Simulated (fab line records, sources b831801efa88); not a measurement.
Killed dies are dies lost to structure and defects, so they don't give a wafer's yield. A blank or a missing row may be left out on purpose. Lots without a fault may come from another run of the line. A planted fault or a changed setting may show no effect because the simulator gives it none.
Which tool did it? | flow sky130 | 14 lots, 42 wafers sampled, at 4 steps of a route of 708

WHAT THE GAUGES READ, wafer by wafer
The record holds no reading of a measuring or inspecting step that can be judged against a usual standard deviation.

WHICH TOOL RAN EACH LOT (tool, then ch and the chambers of the sampled wafers, then the start)
lot  | SKY_VIA2_CMP_02               | SKY_VIA2_CMP_24               | SKY_METAL3_SPUTTER_01        | SKY_CAPM_EXPOSE_09
L457 | cmp-02 ch 0,3, day 36 19:56   | cmp-01 ch 0,3, day 37 22:25   | pvd_sputter-01, day 37 22:44 | iline_stepper-02 ch 0, day 38 11:58
L460 | cmp-01 ch 0,1,3, day 36 21:28 | cmp-02 ch 1,2,3, day 38 00:19 | pvd_sputter-01, day 38 00:38 | iline_stepper-02 ch 0, day 38 13:35
L458 | cmp-02 ch 0,1,3, day 37 02:37 | cmp-01 ch 0,1,3, day 38 05:10 | pvd_sputter-02, day 38 05:24 | iline_stepper-01, day 38 18:07
L459 | cmp-01 ch 1,2,3, day 37 05:34 | cmp-02 ch 1,2,3, day 38 08:43 | pvd_sputter-04, day 38 08:59 | iline_stepper-02, day 38 21:46
L466 | cmp-02 ch 0,2,3, day 38 19:38 | cmp-01 ch 0,1,3, day 39 21:10 | pvd_sputter-01, day 39 21:29 | iline_stepper-01 ch 0, day 40 10:37
L468 | cmp-02 ch 0,3, day 39 08:34   | cmp-02 ch 1,3, day 40 10:52   | pvd_sputter-02, day 40 11:08 | iline_stepper-01 ch 0, day 40 23:17
L470 | cmp-01 ch 1,3, day 39 16:46   | cmp-01 ch 0,1,2, day 40 18:34 | pvd_sputter-04, day 40 18:47 | iline_stepper-01 ch 0, day 41 07:32
L471 | cmp-02 ch 1,2,3, day 40 01:50 | cmp-01 ch 0,1,2, day 41 03:36 | pvd_sputter-04, day 41 03:55 | iline_stepper-02 ch 0, day 41 15:43
L472 | cmp-01 ch 1,2, day 40 16:22   | cmp-02 ch 0,3, day 41 17:19   | pvd_sputter-01, day 41 17:38 | iline_stepper-02 ch 0, day 42 05:44
L474 | cmp-01 ch 1,3, day 40 22:25   | cmp-02 ch 0,1,3, day 42 00:43 | pvd_sputter-01, day 42 00:59 | iline_stepper-01 ch 0, day 42 12:32
L475 | cmp-01 ch 0,1,3, day 41 04:27 | cmp-02 ch 0,1,3, day 42 05:46 | pvd_sputter-01, day 42 06:05 | iline_stepper-01 ch 0, day 42 18:13
L476 | cmp-02 ch 0,1,2, day 41 17:04 | cmp-01 ch 0,2,3, day 42 18:16 | pvd_sputter-02, day 42 18:36 | iline_stepper-01 ch 0, day 43 06:31
L477 | cmp-01 ch 0,3, day 41 23:00   | cmp-02 ch 1,2, day 42 23:50   | pvd_sputter-04, day 43 00:09 | iline_stepper-02 ch 0, day 43 12:11
L479 | cmp-01 ch 0,1,3, day 42 07:37 | cmp-02 ch 0,2, day 43 10:11   | pvd_sputter-02, day 43 10:30 | iline_stepper-02 ch 0, day 43 21:26
- SKY_VIA2_CMP_02: polishes SiO2.
- SKY_VIA2_CMP_24: polishes, stops on SiO2, t overpolish 20 s, target thk 0 nm.
- SKY_METAL3_SPUTTER_01: material TiN, target thk 20 nm, time 16.7 s.
- SKY_CAPM_EXPOSE_09: exposes mask CAPM, target cd 1000 nm.

WHAT THE TOOLS THEMSELVES READ (means of the sampled wafers that have a number; where no wafer has one, the mark that the record gives instead)
SKY_VIA2_CMP_02.
lot  | tool   | motor_current_A (A)
L457 | cmp-02 | 12.8
L460 | cmp-01 | 11.3
L458 | cmp-02 | 12.6
L459 | cmp-01 | 11.4
L466 | cmp-02 | 12.0
L468 | cmp-02 | 12.5
L470 | cmp-01 | 11.0
L471 | cmp-02 | 12.1
L472 | cmp-01 | 11.2
L474 | cmp-01 | 10.7
L475 | cmp-01 | 11.2
L476 | cmp-02 | 12.2
L477 | cmp-01 | 10.8
L479 | cmp-01 | 11.8

SKY_VIA2_CMP_24.
lot  | tool   | motor_current_A (A) | overpolish_run_s (s) | time_to_endpoint_s (s)
L457 | cmp-01 | 10.4                | 20.007               | 109
L460 | cmp-02 | 11.3                | 20.002               | 98
L458 | cmp-01 | 10.1                | 20.010               | 106
L459 | cmp-02 | 11.3                | 20.007               | 102
L466 | cmp-01 | 10.5                | 20.003               | 105
L468 | cmp-02 | 11.5                | 19.994               | 96
L470 | cmp-01 | 10.8                | 20.008               | 103
L471 | cmp-01 | 11.1                | 19.995               | 103
L472 | cmp-02 | 11.6                | 20.002               | 102
L474 | cmp-02 | 11.6                | 20.006               | 98
L475 | cmp-02 | 11.1                | 20.005               | 103
L476 | cmp-01 | 10.9                | 20.001               | 103
L477 | cmp-02 | 10.8                | 19.994               | 94
L479 | cmp-02 | 11.0                | 20.004               | 105

SKY_METAL3_SPUTTER_01.
lot  | tool           | throttle_valve_pct (%)
L457 | pvd_sputter-01 | 30.3
L460 | pvd_sputter-01 | 30.8
L458 | pvd_sputter-02 | 30.2
L459 | pvd_sputter-04 | 30.4
L466 | pvd_sputter-01 | 31.1
L468 | pvd_sputter-02 | 30.4
L470 | pvd_sputter-04 | 29.6
L471 | pvd_sputter-04 | 30.3
L472 | pvd_sputter-01 | 30.2
L474 | pvd_sputter-01 | 31.1
L475 | pvd_sputter-01 | 30.3
L476 | pvd_sputter-02 | 30.0
L477 | pvd_sputter-04 | 30.4
L479 | pvd_sputter-02 | 30.4

SKY_CAPM_EXPOSE_09.
lot  | tool             | exposure_dose_mJ_cm2 | focus_offset_nm (nm)
L457 | iline_stepper-02 | 159.15               | 0.2
L460 | iline_stepper-02 | 158.90               | 0.6
L458 | iline_stepper-01 | -                    | -
L459 | iline_stepper-02 | -                    | -
L466 | iline_stepper-01 | 158.99               | 0.0
L468 | iline_stepper-01 | 159.07               | 0.7
L470 | iline_stepper-01 | 159.13               | -0.1
L471 | iline_stepper-02 | 159.10               | 0.7
L472 | iline_stepper-02 | 159.09               | 0.5
L474 | iline_stepper-01 | 159.00               | 0.9
L475 | iline_stepper-01 | 158.95               | -0.2
L476 | iline_stepper-01 | 158.97               | 0.0
L477 | iline_stepper-02 | 159.03               | -0.1
L479 | iline_stepper-02 | 158.82               | 0.1

THE ANSWER, worked out from the rows above alone
Rule: what is usual is taken from the lots themselves. Put in order of their means at a reading, lots are off if they are a third of the lots or fewer, leave a main group of 4 or more, and stand apart from it by a gap of 3 or more times the standard deviation of the main group's means; of several such gaps the widest counts. A main group whose means are all the same, to the digits that the tables above print for the reading, isn't used. A lot without any number at a reading at which 4 lots or more have one is off too. The other lots that the step has rows for count as sound. The gauges are gone through in route order, then the tools' own readings, and for those a lot's mean is taken as printed above. The first step at which some lot is off is used, and at that step the reading that is off furthest; a lot without a number counts as furthest.
Off: L458, L459, at SKY_CAPM_EXPOSE_09 (exposure_dose_mJ_cm2). Without a number there: L458, L459. The main group: mean 159.02, standard deviation 0.094.
A tool fits if, at that step or a process step before it, it ran every lot that is off, and no sound lot after the first of them. None of those tried fits.

WHAT THE SIMULATOR HAD PUT IN
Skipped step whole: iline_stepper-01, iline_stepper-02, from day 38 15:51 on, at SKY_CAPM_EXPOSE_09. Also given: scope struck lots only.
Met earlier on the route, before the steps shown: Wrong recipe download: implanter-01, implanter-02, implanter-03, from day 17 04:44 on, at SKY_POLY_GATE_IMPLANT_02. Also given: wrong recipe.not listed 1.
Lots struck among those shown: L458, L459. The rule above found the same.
